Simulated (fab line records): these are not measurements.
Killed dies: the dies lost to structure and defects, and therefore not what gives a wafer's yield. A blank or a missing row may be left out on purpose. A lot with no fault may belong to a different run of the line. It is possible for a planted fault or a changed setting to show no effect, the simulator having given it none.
Matching of chambers + flow gf180mcu + GF_V3_CMP_26 on cmp-01: 4 sister chambers
The step polishes, stops on SiO2, t overpolish 15 s, target thk 0 nm. 4 wafers are shown with their chamber, then 8 later ones without.

== EACH WAFER AND ITS CHAMBER ==
| wafer  | chamber | motor_current_A (A) |
|--------|---------|---------------------|
| L990.4 | 0       | 11.3                |
| L990.5 | 2       | 11.9                |
| L992.1 | 3       | 9.6                 |
| L994.1 | 1       | 11.4                |

== WAFERS WHOSE CHAMBER IS MISSING ==
| wafer  | motor_current_A (A) |
|--------|---------------------|
| L994.3 | 11.9                |
| L994.6 | 11.6                |
| L101.1 | 11.2                |
| L101.4 | 8.9                 |
| L101.6 | 11.0                |
| L103.2 | 10.1                |
| L103.3 | 11.5                |
| L103.4 | 11.3                |

== WHICH CHAMBER EACH WENT THROUGH ==
| wafer  | from the rows above          | in truth |
|--------|------------------------------|----------|
| L994.3 | can't be placed: 2 or 1 or 0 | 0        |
| L994.6 | can't be placed: 1 or 0 or 2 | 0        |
| L101.1 | can't be placed: 0 or 1 or 2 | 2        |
| L101.4 | 3                            | 3        |
| L101.6 | can't be placed: 0 or 1 or 2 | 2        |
| L103.2 | 3                            | 3        |
| L103.3 | can't be placed: 1 or 0 or 2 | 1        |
| L103.4 | can't be placed: 0 or 1 or 2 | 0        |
Placed correctly: 2 of 8. Can't be placed from these rows: 6 (the true chamber is among the candidates in 6). Number placed wrongly: 0.
How it was worked out, from the rows above alone: a wafer's distance from a chamber is the root of the sum, over the readings, of the square of ((its reading less the chamber's mean) divided by the reading's scatter). The wafer belongs to the nearest chamber; if the next one is less than 2 further off, it can't be placed. A chamber's mean is the mean of its shown wafers. The scatter: with one shown wafer a chamber, the root of the mean of the squares of how far each hidden wafer lies from its nearest shown one.
